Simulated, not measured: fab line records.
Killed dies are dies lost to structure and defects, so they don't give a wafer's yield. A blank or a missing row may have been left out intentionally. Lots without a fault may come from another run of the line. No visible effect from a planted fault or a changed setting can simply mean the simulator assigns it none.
Chamber matching / flow gf180mcu / cmp-01 running GF_STI_CMP_25: 4 sister chambers
The step polishes, stops on Si3N4, t overpolish 33 s, target thk 524.6 nm. 4 wafers are shown with their chamber, then 10 later ones without.

## WAFERS, EACH WITH ITS CHAMBER
wafer=L282.5; chamber=1; motor current A (A)=12.9
wafer=L283.3; chamber=0; motor current A (A)=10.7
wafer=L284.2; chamber=3; motor current A (A)=13.3
wafer=L284.3; chamber=2; motor current A (A)=11.6

## WAFERS WITHOUT THEIR CHAMBER
wafer=L284.5; motor current A (A)=11.9
wafer=L293.4; motor current A (A)=12.1
wafer=L293.5; motor current A (A)=12.3
wafer=L293.6; motor current A (A)=14.0
wafer=L296.2; motor current A (A)=10.2
wafer=L296.5; motor current A (A)=10.2
wafer=L296.6; motor current A (A)=12.4
wafer=L299.1; motor current A (A)=13.7
wafer=L299.4; motor current A (A)=12.4
wafer=L299.5; motor current A (A)=11.8

## THE CHAMBER EACH PASSED THROUGH
wafer=L284.5; from the rows above=can't be placed: 2 or 1 or 0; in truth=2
wafer=L293.4; from the rows above=can't be placed: 2 or 1 or 3 or 0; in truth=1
wafer=L293.5; from the rows above=can't be placed: 1 or 2 or 3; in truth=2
wafer=L293.6; from the rows above=can't be placed: 3 or 1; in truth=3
wafer=L296.2; from the rows above=can't be placed: 0 or 2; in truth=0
wafer=L296.5; from the rows above=can't be placed: 0 or 2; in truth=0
wafer=L296.6; from the rows above=can't be placed: 1 or 2 or 3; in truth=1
wafer=L299.1; from the rows above=can't be placed: 3 or 1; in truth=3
wafer=L299.4; from the rows above=can't be placed: 1 or 2 or 3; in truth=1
wafer=L299.5; from the rows above=can't be placed: 2 or 1 or 0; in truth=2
Correct placement for 0 of the 10. Unplaceable from these rows: 10, with the true chamber sitting among the candidates in 10. Wrongly placed: 0.
How it was worked out, from the rows above alone: a wafer's distance from a chamber is the root of the sum, over the readings, of the square of ((its reading less the chamber's mean) divided by the reading's scatter). If the next closest chamber is less than 2 further off than the closest, the wafer can't be placed; otherwise it belongs to the closest. Each chamber's mean is taken over the wafers shown for it. The scatter: root of mean squared gap, hidden wafer to nearest shown wafer, with one shown wafer a chamber.
